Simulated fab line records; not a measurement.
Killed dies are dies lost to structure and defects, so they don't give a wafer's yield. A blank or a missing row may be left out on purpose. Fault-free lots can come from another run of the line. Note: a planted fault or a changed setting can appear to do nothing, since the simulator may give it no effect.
Chamber matching ; flow gf180mcu ; GF_V3_CMP_04 on cmp-01 has 4 sister chambers
The step polishes SiO2. 14 wafers are shown with their chamber, then 7 later ones without.

== WAFERS WITH THEIR CHAMBER ==
wafer;chamber;motor-current-A (A);time-to-endpoint-s (s);slurry-flow-ml-min
L326.3;3;11.3;78;150.4
L326.4;1;11.1;69;151.0
L326.5;1;11.6;72;150.8
L327.1;3;11.3;80;150.5
L327.4;2;12.2;86;150.1
L327.5;0;13.3;83;149.7
L330.1;2;12.9;78;149.4
L330.2;0;12.9;74;150.1
L330.6;0;13.7;79;150.2
L333.1;0;12.5;85;150.6
L333.3;3;11.3;79;150.3
L333.5;0;12.8;87;150.5
L334.3;1;11.6;62;149.5
L334.4;2;12.6;81;149.6

SIGNATURES (means of the wafers above)
reading;chamber 0;chamber 1;chamber 2;chamber 3;scatter within a chamber
motor-current-A;13.040;11.433;12.567;11.300;0.359
time-to-endpoint-s;81.60;67.67;81.67;79.00;4.41
slurry-flow-ml-min;150.220;150.433;149.700;150.400;0.46
Rule: for each reading, subtract the chamber's mean from the wafer's reading, divide by that reading's scatter and square the result; add these up over the readings and take the root, which gives the wafer's distance from the chamber. The wafer belongs to the nearest chamber; if the next one is less than 2 further off, it can't be placed. How the scatter is found: for the shown wafers, subtract from each reading the mean of its chamber, square and add these, divide the total by (wafers less chambers), then take the root.

== WAFERS WHOSE CHAMBER IS MISSING ==
wafer;motor-current-A (A);time-to-endpoint-s (s);slurry-flow-ml-min
L334.6;13.2;73;150.3
L339.1;11.7;77;149.1
L339.2;11.7;68;149.9
L339.3;12.4;79;150.3
L345.3;11.5;72;149.5
L345.4;10.9;66;149.5
L345.5;13.3;77;150.8

== WHICH CHAMBER EACH WENT THROUGH ==
wafer;from the rows above;in truth
L334.6;can't be placed: 0 or 2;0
L339.1;can't be placed: 2 or 3 or 1 or 0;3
L339.2;can't be placed: 1 or 3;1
L339.3;can't be placed: 2 or 0 or 3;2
L345.3;can't be placed: 1 or 3 or 2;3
L345.4;can't be placed: 1 or 3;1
L345.5;can't be placed: 0 or 2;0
Correct placement for 0 of the 7. From these rows, 7 cannot be placed; in 7 the true chamber is one of the candidates. Wrongly placed: 0.
